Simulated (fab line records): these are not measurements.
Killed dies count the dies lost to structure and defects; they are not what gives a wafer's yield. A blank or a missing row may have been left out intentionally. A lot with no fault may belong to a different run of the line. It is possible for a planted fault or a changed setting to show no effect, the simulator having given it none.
What tool caused it? + flow gf180mcu + Sampling: 12 lots, 36 wafers, 2 of 602 route steps

== WHAT EACH GAUGE READ, for each wafer ==
GF_MVPSD_TW_MEAS_11.
| lot  | measured     | on            | MVPSD_TW          |
|------|--------------|---------------|-------------------|
| L075 | day 5 07:19  | film_metro-01 | 542.1 547.7 547.4 |
| L077 | day 5 21:56  | film_metro-04 | 549.0 544.2 549.1 |
| L079 | day 6 07:56  | film_metro-01 | 549.1 550.7 548.7 |
| L081 | day 6 17:08  | film_metro-01 | 551.6 551.6 549.5 |
| L083 | day 7 05:35  | film_metro-01 | 545.4 543.3 542.8 |
| L085 | day 7 18:46  | film_metro-02 | 547.6 548.3 551.0 |
| L087 | day 8 06:10  | film_metro-01 | 546.5 542.8 542.7 |
| L089 | day 8 18:25  | film_metro-04 | 553.1 551.9 549.0 |
| L091 | day 9 07:05  | film_metro-01 | 548.4 544.4 546.2 |
| L093 | day 9 17:35  | film_metro-02 | 541.6 544.3 545.1 |
| L095 | day 10 07:02 | film_metro-01 | 546.9 548.1 546.4 |
| L097 | day 10 18:35 | film_metro-01 | 547.1 548.3 547.6 |

== TOOL THAT RAN EACH LOT (tool first, then ch and the chambers of the sampled wafers, then the start) ==
| lot  | GF_MVPSD_STRIP_10                    |
|------|--------------------------------------|
| L075 | plasma_asher-03 ch 0,1, day 5 07:13  |
| L077 | plasma_asher-04 ch 0,1, day 5 21:50  |
| L079 | plasma_asher-04 ch 0,1, day 6 07:50  |
| L081 | plasma_asher-04 ch 0, day 6 17:02    |
| L083 | plasma_asher-04 ch 0,1, day 7 05:29  |
| L085 | plasma_asher-03 ch 0,1, day 7 18:40  |
| L087 | plasma_asher-04 ch 0,1, day 8 06:04  |
| L089 | plasma_asher-03 ch 0,1, day 8 18:19  |
| L091 | plasma_asher-04 ch 0,1, day 9 06:59  |
| L093 | plasma_asher-02 ch 0,1, day 9 17:29  |
| L095 | plasma_asher-04 ch 0,1, day 10 06:56 |
| L097 | plasma_asher-04 ch 0,1, day 10 18:29 |
- GF_MVPSD_STRIP_10: strips in O2/N2.

== THE ANSWER, worked out from the rows above alone ==
Rule: the lots themselves supply what counts as usual. The widest of any qualifying gaps counts: lots, ordered by their means at a reading, are off when they make up no more than a third of the lots, leave a main group of 4 or more, and stand apart from it by 3 or more times the standard deviation of that group's means. If all means in a main group match to the digits the tables above print for the reading, that group is not used. Also off: a lot with no number at a reading for which 4 or more lots have one. Any other lot the step has rows for is counted as sound.
Across all readings shown, no lot is off: no conclusion can be drawn from this.

== WHAT WAS PUT IN BY THE SIMULATOR ==
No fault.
